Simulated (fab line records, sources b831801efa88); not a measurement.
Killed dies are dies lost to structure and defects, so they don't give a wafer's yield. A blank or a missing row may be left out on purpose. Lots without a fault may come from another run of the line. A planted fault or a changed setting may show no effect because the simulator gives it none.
fab line records | flow sky130
record lots=14 wafers=42 last_day=50
route steps=708 shown METAL4@632 VIA4@641 METAL5@663
lots that met no fault: from a run of the same line without faults
start_h: hours from the record's first day to the start of the lot's first wafer shown | wait_h: hours since the lot's step before | " the same as in the row above | L1.1+2: a row that stands for several wafers | - no value, or no start given | * or withheld: withheld | < > ~ a bound
route shown NAME@n: a module of which the file shows steps, and the number in the route of the first | usual: mean/standard deviation of fault-free wafers | same: alike in all rows | chamber/n: place in a boat | sites: the reading at each site | _std_site: their standard deviation | _edge_site: outer sites' mean less inner sites' | radius_mm: how far each site lies from the wafer's centre | mask NAME#n: copy n | behind: the tool/chamber that last shaped the wafer | hold: why the lot was held/for how many hours/how that ended | device: the transistor (n, p or np) that didn't switch | end of line: the same wafers' tests at the end of the route | a step without rows: its recipe alone | killed: dies lost to structure and defects at the first sort, not the wafer's yield | map: a wafer's dies, x killed, . not, _ none there
set.NAME: the setting as run; set.NAME@STEP: as run at that earlier step | model.NAME: the simulator's own value behind a step, which no gauge read
steps of the route over a sample of lots; a table a step, a row a wafer
services: from which hour (start_h, from the record's first day; less than 0 if before it) a tool's chamber was out of use, for how many hours, and why
## steps
# step SKY_METAL4_ETCH_16
# recipe chemistry=N2/H2 target=BARC ion_energy_ev=200 bias_w=100 pressure_mtorr=30 n2_flow_sccm=100 h2_flow_sccm=200 icp_w=500 stop_on=SiO2 time_s=88.2 target_depth_a=600
# usual chamber_pressure_mTorr=30.002/0.03 drypump_motor_current_A=5.7/0.37 oes_product_au=0.625/0.0043 throttle_valve_pct=13.205/0.0093
# columns lot.wafer tool chamber start_h wait_h chamber_pressure_mTorr drypump_motor_current_A oes_product_au rf_hours_counter_h throttle_valve_pct
L182.2 rie_metal-03 0 969.63 0.0 30.060 5.3 0.622 14 13.216
L182.4 " 0 " " 30.041 5.3 0.627 - 13.222
L182.5 " 1 " " 29.952 5.9 0.628 - 13.211
L183.2 rie_metal-03 1 988.88 0.0 30.012 5.9 0.629 17 13.194
L183.3 " 1 " " 30.008 5.9 0.619 - 13.210
L183.5 " 0 " " 29.979 5.2 0.614 - 13.205
L184.3 rie_metal-03 0 990.22 0.0 29.969 5.2 0.623 - 13.206
L184.4 " 1 " " 29.954 5.9 0.615 - 13.195
L184.6 " 0 " " 30.020 5.3 0.620 - 13.205
L185.1 rie_metal-04 0 993.11 0.0 30.005 5.7 0.621 3 13.205
L185.2 " 1 " " 29.953 6.4 0.621 9 13.195
L185.6 " 0 " " 29.986 5.7 0.629 - 13.203
L188.2 rie_metal-02 1 1022.79 0.0 30.022 5.6 0.637 16 13.212
L188.4 " 1 " " 30.006 5.7 0.630 - 13.211
L188.6 " 0 " " 29.965 5.3 0.623 - 13.202
L193.1 rie_metal-02 0 1054.56 0.0 29.995 5.3 0.626 15 13.216
L193.2 " 1 " " 29.966 5.6 0.629 18 13.200
L193.4 " 1 " " 30.005 5.6 0.622 - 13.212
L195.1 rie_metal-02 1 1067.36 0.0 30.000 5.6 0.621 19 13.210
L195.3 " 1 " " 29.939 5.6 0.626 - 13.215
L195.6 " 1 " " 29.976 5.6 0.632 - 13.201
L196.3 rie_metal-02 1 1074.69 0.0 30.001 5.6 0.633 - 13.217
L196.5 " 0 " " 29.979 5.3 0.627 - 13.203
L196.6 " 1 " " 29.940 5.6 0.628 - 13.185
L198.1 rie_metal-03 0 1083.79 0.0 30.038 5.3 0.620 20 13.185
L198.5 " 0 " " 29.988 5.3 0.627 - 13.199
L198.6 " 1 " " 30.010 5.9 0.624 - 13.196
L200.1 rie_metal-02 0 1096.56 0.0 29.997 5.3 0.621 18 13.227
L200.4 " 1 " " 30.041 5.6 0.627 - 13.210
L200.5 " 1 " " 29.959 5.6 0.621 - 13.206
L201.1 rie_metal-04 0 1098.48 0.0 29.986 5.7 0.622 10 13.209
L201.2 " 1 " " 30.004 6.4 0.622 16 13.215
L201.3 " 0 " " 30.046 5.8 0.623 - 13.207
L202.1 rie_metal-03 1 1105.31 0.0 30.000 5.9 0.624 24 13.203
L202.2 " 0 " " 29.954 5.3 0.621 22 13.205
L202.4 " 0 " " 30.002 5.3 0.627 - 13.220
L203.1 rie_metal-04 0 1108.64 0.0 29.981 5.7 0.626 11 13.201
L203.2 " 1 " " 30.028 6.4 0.621 17 13.199
L203.6 " 0 " " 30.000 5.7 0.629 - 13.195
L204.1 rie_metal-03 0 1112.69 0.0 30.041 5.3 0.628 23 13.211
L204.4 " 1 " " 30.012 5.9 0.627 - 13.214
L204.6 " 0 " " 30.059 5.3 0.630 - 13.209
# step SKY_VIA4_CMP_02
# recipe material=SiO2 down_force_psi=4 platen_rpm=60 pad_velocity_m_s=0.94248
# usual motor_current_A=12.5/0.86
# columns lot.wafer tool chamber start_h wait_h motor_current_A
L182.2 cmp-01 3 970.75 0.0 12.0
L182.4 " 0 " " 13.1
L182.5 " 0 " " 13.6
L183.2 cmp-01 2 990.24 0.1 11.9
L183.3 " 0 " " 14.0
L183.5 " 1 " " 13.9
L184.4 cmp-02 0 991.35 0.0 13.0
L184.3 " 1 " " 11.3
L184.6 " 1 " " 11.9
L185.1 cmp-02 1 994.32 0.1 11.7
L185.2 " 3 " " 13.5
L185.6 " 0 " " 12.6
L188.4 cmp-02 1 1024.28 0.0 11.0
L188.2 " 3 " " 13.2
L188.6 " 2 " " 11.7
L193.4 cmp-01 3 1055.74 0.1 11.7
L193.2 " 0 " " 13.9
L193.1 " 1 " " 13.6
L195.1 cmp-01 1 1068.52 0.1 13.0
L195.3 " 0 " " 13.9
L195.6 " 1 " " 12.8
L196.3 cmp-01 2 1075.84 0.1 11.4
L196.6 " 1 " " 13.2
L196.5 " 2 " " 11.4
L198.1 cmp-02 1 1085.14 0.2 11.3
L198.6 " 3 " " 14.0
L198.5 " 0 " " 12.0
L200.4 cmp-01 1 1097.78 0.1 13.2
L200.1 " 3 " " 12.0
L200.5 " 1 " " 13.2
L201.3 cmp-01 2 1099.61 0.0 11.8
L201.2 " 3 " " 12.1
L201.1 " 0 " " 13.6
L202.4 cmp-02 3 1106.49 0.1 13.5
L202.1 " 0 " " 12.6
L202.2 " 1 " " 11.1
L203.2 cmp-02 0 1109.89 0.1 12.5
L203.1 " 1 " " 11.3
L203.6 " 3 " " 12.8
L204.4 cmp-02 2 1113.89 0.0 11.5
L204.1 " 3 " " 13.6
L204.6 " 3 " " 13.6
# step SKY_METAL5_SPUTTER_02
# recipe material=AlCu target_thk_nm=1150 power_w=10600 time_s=61.2 chamber_pressure_pa=0.4
# usual throttle_valve_pct=30.1/1
# columns lot.wafer tool chamber start_h wait_h throttle_valve_pct
L182.2 pvd_sputter-01 - 996.13 0.0 30.8
L182.4 " - " " 31.8
L182.5 " - " " 31.7
L183.2 pvd_sputter-04 - 1014.98 0.0 31.1
L183.3 " - " " 30.2
L183.5 " - " " 30.5
L184.3 pvd_sputter-01 - 1015.71 0.0 29.0
L184.4 " - " " 30.8
L184.6 " - " " 30.8
L185.1 pvd_sputter-01 - 1018.60 0.0 30.2
L185.2 " - " " 29.1
L185.6 " - " " 30.8
L188.2 pvd_sputter-01 - 1048.36 0.0 30.7
L188.4 " - " " 30.3
L188.6 " - " " 28.9
L193.1 pvd_sputter-04 - 1078.81 0.0 31.3
L193.2 " - " " 30.7
L193.4 " - " " 30.5
L195.1 pvd_sputter-02 - 1090.70 0.0 29.6
L195.3 " - " " 29.3
L195.6 " - " " 29.7
L196.3 pvd_sputter-02 - 1097.83 0.0 27.8
L196.5 " - " " 27.9
L196.6 " - " " 29.0
L198.1 pvd_sputter-02 - 1105.91 0.0 29.5
L198.5 " - " " 28.0
L198.6 " - " " 29.1
L200.1 pvd_sputter-01 - 1119.60 0.0 30.4
L200.4 " - " " 29.2
L200.5 " - " " 30.7
L201.1 pvd_sputter-02 - 1120.85 0.0 29.0
L201.2 " - " " 30.3
L201.3 " - " " 28.1
L202.1 pvd_sputter-04 - 1127.57 0.0 30.9
L202.2 " - " " 31.1
L202.4 " - " " 30.4
L203.1 pvd_sputter-02 - 1130.79 0.0 29.5
L203.2 " - " " 28.0
L203.6 " - " " 30.7
L204.1 pvd_sputter-01 - 1134.92 0.0 31.8
L204.4 " - " " 30.3
L204.6 " - " " 30.2
# step SKY_METAL5_SPUTTER_04
# recipe material=TiN target_thk_nm=70 power_w=6500 time_s=58.3 chamber_pressure_pa=0.4
# usual throttle_valve_pct=30.1/1
# columns lot.wafer tool chamber start_h wait_h throttle_valve_pct
L182.2 pvd_sputter-01 - 996.20 0.0 30.8
L182.4 " - " " 31.8
L182.5 " - " " 31.6
L183.2 pvd_sputter-04 - 1015.05 0.0 31.0
L183.3 " - " " 30.4
L183.5 " - " " 30.3
L184.3 pvd_sputter-01 - 1015.78 0.0 29.2
L184.4 " - " " 30.7
L184.6 " - " " 30.9
L185.1 pvd_sputter-01 - 1018.67 0.0 30.3
L185.2 " - " " 29.2
L185.6 " - " " 30.5
L188.2 pvd_sputter-01 - 1048.43 0.0 30.8
L188.4 " - " " 30.4
L188.6 " - " " 29.0
L193.1 pvd_sputter-04 - 1078.87 0.0 31.0
L193.2 " - " " 30.8
L193.4 " - " " 30.4
L195.1 pvd_sputter-02 - 1090.77 0.0 29.7
L195.3 " - " " 29.4
L195.6 " - " " 29.4
L196.3 pvd_sputter-02 - 1097.90 0.0 28.0
L196.5 " - " " 28.2
L196.6 " - " " 29.1
L198.1 pvd_sputter-02 - 1105.97 0.0 29.3
L198.5 " - " " 27.6
L198.6 " - " " 29.2
L200.1 pvd_sputter-01 - 1119.67 0.0 30.6
L200.4 " - " " 28.9
L200.5 " - " " 30.6
L201.1 pvd_sputter-02 - 1120.92 0.0 29.4
L201.2 " - " " 30.2
L201.3 " - " " 27.8
L202.1 pvd_sputter-04 - 1127.64 0.0 30.9
L202.2 " - " " 31.0
L202.4 " - " " 30.2
L203.1 pvd_sputter-02 - 1130.86 0.0 29.5
L203.2 " - " " 28.0
L203.6 " - " " 30.2
L204.1 pvd_sputter-01 - 1134.99 0.0 31.9
L204.4 " - " " 30.2
L204.6 " - " " 30.3
# step SKY_METAL5_RS_MEAS_05
# recipe thk_meas_gauge=four-point-probe reads=TiN_of_METAL5_SPUTTER_04+Ti_of_METAL5_SPUTTER_03+AlCu_of_METAL5_SPUTTER_02+TiN_of_METAL5_SPUTTER_01+Ti_of_METAL5_SPUTTER_00
# usual METAL5_ALCU_RS=0.02703/0.00021
# columns lot.wafer tool chamber start_h wait_h METAL5_ALCU_RS[ohm/sq]
L182.2 film_metro-04 - 996.27 0.0 0.02688
L182.4 " - " " 0.02698
L182.5 " - " " 0.02684
L183.2 film_metro-01 - 1015.12 0.0 0.0269
L183.3 " - " " 0.02708
L183.5 " - " " 0.02722
L184.3 film_metro-01 - 1015.87 0.1 0.02681
L184.4 " - " " 0.02684
L184.6 " - " " 0.02695
L185.1 film_metro-04 - 1018.72 0.0 0.02175
L185.2 " - " " 0.02149
L185.6 " - " " 0.02171
L188.2 film_metro-04 - 1048.49 0.0 0.02168
L188.4 " - " " 0.02148
L188.6 " - " " 0.02149
L193.1 film_metro-01 - 1078.92 0.0 0.02689
L193.2 " - " " 0.02704
L193.4 " - " " 0.0269
L195.1 film_metro-04 - 1090.82 0.0 0.02729
L195.3 " - " " 0.02714
L195.6 " - " " 0.02746
L196.3 film_metro-01 - 1097.99 0.1 0.02686
L196.5 " - " " 0.02693
L196.6 " - " " 0.02683
L198.1 film_metro-04 - 1106.02 0.0 0.02702
L198.5 " - " " 0.0273
L198.6 " - " " 0.02693
L200.1 film_metro-03 - 1119.72 0.0 0.02715
L200.4 " - " " 0.02691
L200.5 " - " " 0.0269
L201.1 film_metro-03 - 1120.97 0.0 0.02702
L201.2 " - " " 0.02697
L201.3 " - " " 0.02697
L202.1 film_metro-04 - 1127.69 0.0 0.0269
L202.2 " - " " 0.02685
L202.4 " - " " 0.02694
L203.1 film_metro-03 - 1130.91 0.0 0.02724
L203.2 " - " " 0.02722
L203.6 " - " " 0.02735
L204.1 film_metro-01 - 1135.04 0.0 0.02655
L204.4 " - " " 0.02657
L204.6 " - " " 0.02662
# step SKY_METAL5_THK_MEAS_06
# recipe thk_meas_gauge=xrf reads=AlCu_of_METAL5_SPUTTER_02
# usual METAL5_ALCU_THK=1142/10
# columns lot.wafer tool chamber start_h wait_h METAL5_ALCU_THK[nm]
L182.2 film_metro-04 - 996.38 0.1 1155
L182.4 " - " " 1140
L182.5 " - " " 1154
L183.2 film_metro-01 - 1015.23 0.1 1145
L183.3 " - " " 1135
L183.5 " - " " 1131
L184.3 film_metro-01 - 1015.97 0.1 1150
L184.4 " - " " 1150
L184.6 " - " " 1136
L185.1 film_metro-04 - 1018.84 0.1 1426
L185.2 " - " " 1437
L185.6 " - " " 1425
L188.2 film_metro-04 - 1048.60 0.1 1411
L188.4 " - " " 1426
L188.6 " - " " 1429
L193.1 film_metro-01 - 1079.04 0.1 1137
L193.2 " - " " 1144
L193.4 " - " " 1141
L195.1 film_metro-04 - 1090.94 0.1 1130
L195.3 " - " " 1130
L195.6 " - " " 1124
L196.3 film_metro-01 - 1098.09 0.1 1146
L196.5 " - " " 1135
L196.6 " - " " 1152
L198.1 film_metro-04 - 1106.14 0.1 1136
L198.5 " - " " 1124
L198.6 " - " " 1143
L200.1 film_metro-03 - 1119.84 0.1 1148
L200.4 " - " " 1161
L200.5 " - " " 1152
L201.1 film_metro-03 - 1121.09 0.1 1155
L201.2 " - " " 1157
L201.3 " - " " 1152
L202.1 film_metro-04 - 1127.81 0.1 1140
L202.2 " - " " 1141
L202.4 " - " " 1148
L203.1 film_metro-03 - 1131.03 0.1 1138
L203.2 " - " " 1141
L203.6 " - " " 1135
L204.1 film_metro-01 - 1135.16 0.1 1157
L204.4 " - " " 1153
L204.6 " - " " 1154
# step SKY_METAL5_METAL_ETCH_15
# recipe target_depth_a=12600 stop_on=SiO2 over_etch_frac=0.2 time_s=252 chemistry=Cl2/BCl3 resist_sidewall_deg=86 pressure_mtorr=10 icp_w=900 bias_w=48.5 Cl2_flow_sccm=60 bcl3_flow_sccm=30
# usual bcl3_flow_sccm=30.01/0.087 chamber_pressure_mTorr=9.999/0.0091 drypump_motor_current_A=5.63/0.29 oes_product_au=0.894/0.0048 throttle_valve_pct=22.264/0.0093
# columns lot.wafer tool chamber start_h wait_h bcl3_flow_sccm chamber_pressure_mTorr drypump_motor_current_A oes_product_au rf_hours_counter_h throttle_valve_pct
L182.2 rie_metal-01 1 1017.59 0.0 30.06 10.003 6.01 0.903 9 22.257
L182.4 " 1 " " 30.13 10.009 6.02 0.895 - 22.271
L182.5 " 0 " " 30.03 10.009 5.49 0.892 - 22.262
L183.2 rie_metal-02 1 1037.87 0.0 29.97 9.996 5.61 0.888 17 22.257
L183.3 " 1 " " 30.02 9.997 5.62 0.895 - 22.265
L183.5 " 1 " " 29.94 9.998 5.62 0.887 - 22.262
L184.3 rie_metal-01 1 1038.25 0.1 29.93 9.977 6.02 0.888 - 22.267
L184.4 " 0 " " 30.19 10.007 5.47 0.900 - 22.259
L184.6 " 0 " " 30.07 10.003 5.48 0.897 - 22.264
L185.1 rie_metal-01 1 1040.87 0.0 30.11 9.997 6.00 0.986 11 22.264
L185.2 " 0 " " 29.98 10.004 5.48 0.998 7 22.258
L185.6 " 1 " " 30.09 9.988 6.01 1.005 - 22.249
L188.2 rie_metal-01 1 1069.69 0.0 30.00 9.983 6.01 0.989 12 22.283
L188.4 " 0 " " 29.75 9.987 5.48 0.998 - 22.268
L188.6 " 0 " " 29.95 10.001 5.48 0.992 - 22.271
L193.1 rie_metal-03 0 1099.28 0.0 29.89 9.983 5.26 0.898 21 22.273
L193.2 " 1 " " 29.95 10.007 5.92 0.896 23 22.252
L193.4 " 0 " " 30.05 10.004 5.26 0.895 - 22.260
L195.1 rie_metal-01 1 1110.74 0.0 29.95 9.991 6.02 0.894 15 22.274
L195.3 " 1 " " 30.01 10.017 6.05 0.896 - 22.282
L195.6 " 0 " " 30.02 9.995 5.48 0.897 - 22.267
L196.3 rie_metal-02 0 1117.97 0.1 29.99 9.996 5.29 0.892 - 22.266
L196.5 " 0 " " 29.90 9.987 5.28 0.900 - 22.271
L196.6 " 1 " " 29.93 9.990 5.65 0.892 - 22.244
L198.1 rie_metal-01 1 1125.26 0.1 30.16 10.000 6.01 0.888 17 22.246
L198.5 " 1 " " 30.11 9.998 6.02 0.888 - 22.254
L198.6 " 1 " " 30.18 10.010 6.03 0.900 - 22.270
L200.1 rie_metal-03 1 1139.24 0.0 30.04 9.997 5.89 0.891 26 22.261
L200.4 " 0 " " 29.99 10.001 5.26 0.903 - 22.261
L200.5 " 0 " " 29.97 9.992 5.25 0.896 - 22.249
L201.1 rie_metal-03 1 1139.89 0.0 29.96 9.985 5.91 0.895 26 22.262
L201.2 " 0 " " 30.14 9.989 5.27 0.899 24 22.278
L201.3 " 1 " " 29.90 10.014 5.93 0.905 - 22.267
L202.1 rie_metal-01 1 1146.14 0.0 29.94 9.997 6.04 0.897 19 22.292
L202.2 " 0 " " 29.96 9.995 5.48 0.905 13 22.273
L202.4 " 1 " " 30.01 10.000 6.02 0.900 - 22.255
L203.1 rie_metal-01 1 1149.03 0.0 29.96 10.008 6.05 0.892 19 22.281
L203.2 " 0 " " 29.95 9.992 5.48 0.900 13 22.257
L203.6 " 1 " " 30.06 9.997 6.03 0.896 - 22.283
L204.1 rie_metal-02 0 1152.88 0.0 30.03 9.999 5.30 0.907 25 22.261
L204.4 " 1 " " 29.89 10.015 5.62 0.900 - 22.280
L204.6 " 0 " " 30.08 10.008 5.30 0.892 - 22.252
## services
# columns tool chamber start_h hours kind
rie_metal-03 - 951.21 4.3 pm
pvd_sputter-01 0 953.40 - consumable_replace:kit
pvd_sputter-01 0 953.40 18.0 scheduled_down
pvd_sputter-01 0 953.40 18.0 vent_cycle
cmp-02 - 953.90 5.0 pm
cmp-02 - 963.25 2.3 repair
cmp-01 - 972.18 6.4 pm
rie_metal-02 1 985.15 4.3 repair
cmp-01 - 992.53 2.1 repair
pvd_sputter-04 - 1001.93 8.5 repair
pvd_sputter-02 - 1011.57 13.5 repair
cmp-02 - 1038.29 5.9 pm
pvd_sputter-04 - 1049.64 4.0 repair
pvd_sputter-01 3 1050.83 - consumable_replace:kit
cmp-02 - 1058.40 0.7 repair
rie_metal-01 1 1059.29 1.3 repair
cmp-01 - 1085.30 4.0 pm
cmp-01 - 1092.49 4.0 pm
pvd_sputter-01 - 1094.35 1.6 repair
cmp-01 - 1099.92 0.7 repair
rie_metal-02 - 1104.46 0.9 repair
rie_metal-03 - 1107.02 2.1 repair
cmp-01 - 1111.79 0.7 repair
rie_metal-01 0 1116.26 19.5 repair
## key
first_sign step=SKY_METAL5_RS_MEAS_05 reading=METAL5_ALCU_RS direction=down sigmas=26 usual=0.02703 struck=0.0216
effect step=SKY_METAL5_THK_MEAS_06 reading=METAL5_ALCU_THK direction=up sigmas=28 usual=1142 struck=1426
effect step=SKY_METAL5_METAL_ETCH_15 reading=oes_product_au direction=up sigmas=21 usual=0.894 struck=0.995
met_at SKY_METAL5_SPUTTER_02
struck_lots L185,L188
sort_left_out L185.1,L185.2,L185.6,L188.2,L188.4,L188.6
not_acting_at SKY_METAL4_ETCH_16,SKY_VIA4_CMP_02,SKY_METAL5_SPUTTER_04
onset_between 1015.71 1018.60
fault kind=process_parameter_drift tool=pvd_sputter-01 chamber=- onset_h=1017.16 steps=SKY_METAL5_SPUTTER_02 channel=target_thk_nm offset=287.98 shape=step end_h=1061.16 acts_in=these_recipes_only stated=1150
# sort_left_out: the simulated sort isn't trusted on such a fault, so these wafers' sort isn't shown, and their yield isn't known
